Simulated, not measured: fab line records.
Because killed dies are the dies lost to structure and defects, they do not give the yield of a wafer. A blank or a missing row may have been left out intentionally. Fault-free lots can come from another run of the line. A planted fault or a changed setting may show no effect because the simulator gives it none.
A struck lot beside a sound one :: flow sky130 :: 35 steps out of a route of 708
Sound: these wafers, L827.2, L827.3, L827.4. Struck: wafer L815.5 (left out: L815.4, L815.6 of the same lot, which were not struck); the cause appears at the end.
For every step that has rows: the tool of each side, followed by ch and its chambers, followed by its first start. Under that, the readings that differ: sound wafers :: struck wafers :: difference of the means :: sigmas: that difference in standard deviations of wafers without a fault.
alike: words and numbers the same on both sides, and readings whose means are apart by under 2 such deviations; not compared: readings that were withheld, readings missing a value for some wafer, numbers with overlapping values and no deviation given by the record, and bounds like >300 which may hide the same value.
Wherever a step has rows on one side only, a row that says differs or no value, or a row with sigmas, the two part there. Numbers that don't overlap but have no deviation are shown without sigmas and don't part them. A reading missing from all wafers of one side parts the sides only when that side holds two or more wafers.

first, 10 steps without rows for these wafers: SKY_METAL1_EXPOSE_12 (exposes mask MM1, target cd 140 nm); SKY_METAL1_PEB_13; SKY_METAL1_DEVELOP_14 (develop time 60 s); SKY_METAL1_DESCUM_17 (chemistry O2, time 8 s); SKY_METAL1_ETCH_18 (etches BARC in N2/H2, stops on SiO2, time 45.9 s, target depth 60 nm); SKY_METAL1_METAL_ETCH_19 (etches the open film in Cl2/BCl3, stops on SiO2, target depth 360 nm, time 78 s); SKY_METAL1_STRIP_20 (strips in O2/N2); SKY_METAL1_STRIP_21 (strips in post etch residue remover, time 1200 s); SKY_METAL1_CLEAN_22 (cleans in IPA, time 180 s); SKY_METAL1_CLEAN_23 (cleans in O3/DIW).
SKY_VIA1_HDPCVD_00: deposits SiO2, target thk 1030 nm, time 171.7 s.
  sound on hdpcvd-02 ch 1,2, day 38 21:08; struck on hdpcvd-02 ch 0,1,2, day 34 21:43
then, 23 steps without rows for these wafers: SKY_VIA1_CMP_02 (polishes SiO2); SKY_VIA1_DEHYDRATE_04 (time 60 s); SKY_VIA1_HMDS_05 (prime time 60 s); SKY_VIA1_COAT_06 (resist thk 60 nm); SKY_VIA1_COAT_07 (resist thk 450 nm); SKY_VIA1_SOFTBAKE_08 (time 90 s); SKY_VIA1_EXPOSE_09 (exposes mask VIM, target cd 150 nm); SKY_VIA1_PEB_10; SKY_VIA1_DEVELOP_11 (develop time 60 s); SKY_VIA1_ETCH_14 (etches BARC in N2/H2, stops on SiO2, time 45.9 s, target depth 60 nm); SKY_VIA1_ETCH_15 (etches SiO2 in C4F8/O2/Ar, stops on TiN, target depth 351 nm, time 54 s); SKY_VIA1_STRIP_16 (strips in O2/N2); SKY_VIA1_STRIP_17 (strips in post etch residue remover, time 1200 s); SKY_VIA1_CLEAN_18 (cleans in IPA, time 180 s); SKY_VIA1_CLEAN_19 (cleans in O3/DIW); SKY_VIA1_SPUTTER_20 (material TiN, target thk 20 nm, time 80 s); SKY_VIA1_CVD_21 (deposits W, target thk 270 nm, time 80.902 s); SKY_VIA1_CMP_24 (polishes, stops on SiO2, t overpolish 15 s, target thk 0 nm); SKY_METAL2_SPUTTER_00 (material Ti, target thk 15 nm, time 10 s); SKY_METAL2_SPUTTER_01 (material TiN, target thk 20 nm, time 16.7 s); SKY_METAL2_SPUTTER_02 (material AlCu, target thk 250 nm, time 13.3 s); SKY_METAL2_SPUTTER_03 (material Ti, target thk 5 nm, time 3.3 s); SKY_METAL2_SPUTTER_04 (material TiN, target thk 70 nm, time 58.3 s).
-- the record jumps here: 12 days lie between the struck wafers' starts before and after (it left off in module METAL2 and takes up again in module PAD_OPEN, whose first step shown is number 708 of the route) --
SKY_PAD_OPEN_PROBE_99:
  sound on prober-01, day 50 05:53; struck on prober-01, day 47 08:35
reading: defect-limited-yield (%)
sound: 82.1 85.6 81.1
struck: 73.4
difference: -9.5
sigmas: -5

reading: killed_at_M0_to_M3
sound: 39 37 43
struck: 92
difference: +52
sigmas: +8

reading: killed-at-other
sound: 0 0 0
struck: 1
difference: +1
sigmas: +2

reading: killed-dies
sound: 88 71 93
struck: 131
difference: +47
sigmas: +5

reading: killed-on-rim
sound: 14 21 24
struck: 33
difference: +13
sigmas: +3

reading: sort_bin_3_pad_short (%)
sound: 0.6 0.6 1.0
struck: 5.3
difference: +4.6
sigmas: +11

reading: sort_bin_5_function (%)
sound: 13.0 8.7 10.2
struck: 14.6
difference: +4.0
sigmas: +2

reading: sort-n-pass
sound: 404 421 399
struck: 361
difference: -47
sigmas: -5

reading: sort-yield-pct (%)
sound: 82.1 85.6 81.1
struck: 73.4
difference: -9.5
sigmas: -5

reading: model.etest.tester.sort-n-pass
sound: 404 421 399
struck: 361
difference: -47
sigmas: 

reading: model.etest.tester.sort-yield-pct (%)
sound: 82.11 85.57 81.1
struck: 73.37
difference: -9.56
sigmas: 

reading: model.etest.tester.sort_bin_5_pct (%)
sound: 13.01 8.74 10.16
struck: 14.63
difference: +3.99
sigmas: 

reading: model.etest.tester.sort_bin_3_pct (%)
sound: 0.6098 0.6098 1.016
struck: 5.285
difference: +4.540
sigmas: 
  alike: killed_at_M4_up, killed-at-contacts, killed-at-front-end, killed-open, killed-short, sort_bin_6_memory

== WHERE THEY PART ==
Only at SKY_PAD_OPEN_PROBE_99, as far as this record shows.

WHY: the cause the simulator had injected
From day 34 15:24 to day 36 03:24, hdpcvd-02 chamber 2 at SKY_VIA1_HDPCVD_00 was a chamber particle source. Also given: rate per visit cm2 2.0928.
